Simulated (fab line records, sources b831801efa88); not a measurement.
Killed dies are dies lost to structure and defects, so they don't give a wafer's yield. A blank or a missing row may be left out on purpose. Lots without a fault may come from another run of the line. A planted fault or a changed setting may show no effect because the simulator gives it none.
One fault seen from 2 desks | flow gf180mcu | each desk has only its own numbers; what lay behind them comes last

THE TOOL OWNER'S DESK: litho_track-04
The tool's own readings at GF_V4_DEVELOP_13 (develop time 60 s): means of the sampled wafers that have a number, for each lot that ran on this tool. A lot is out of limits, marked OUT, if its mean lies more than 4 standard deviations from the usual mean; the brackets give that distance.
Columns: A = chill_plate_temp_C at GF_V4_DEVELOP_13, usual 23.00 C
lot  | first seen here | A
L309 | day 24 17:22    | 22.98
L310 | day 25 14:35    | 23.11
L324 | day 29 18:50    | 22.99
L332 | day 31 21:49    | 23.13
This desk's finding: nothing out of limits on any of the 4 lots.

THE METROLOGY DESK
What the gauges read, lot by lot, whatever tool the lot ran on: means of the sampled wafers that have a number. A lot is out of limits, marked OUT, if its mean lies more than 4 standard deviations from the usual mean; the brackets give that distance.
Columns: A = M4_OVL at GF_M4_OVL_MEAS_15, usual 0 nm
lot  | first seen here | A
L309 | day 23 17:29    | 1
L310 | day 24 15:27    | -1
L311 | day 25 10:05    | 3
L313 | day 25 14:49    | 1
L314 | day 25 20:07    | 3
L319 | day 27 09:26    | -4
L322 | day 28 08:47    | -0
L323 | day 28 14:11    | 5
L324 | day 28 22:19    | 3
L325 | day 29 08:29    | 3
L327 | day 30 01:11    | 0
L330 | day 30 15:29    | 0
L331 | day 30 21:44    | -6
L332 | day 31 02:29    | 2
This desk's finding: nothing out of limits on any of the 14 lots.

PUT TOGETHER
The tool owner's desk saw nothing out of limits.
The metrology desk saw nothing out of limits.

WHAT THE SIMULATOR HAD PUT IN
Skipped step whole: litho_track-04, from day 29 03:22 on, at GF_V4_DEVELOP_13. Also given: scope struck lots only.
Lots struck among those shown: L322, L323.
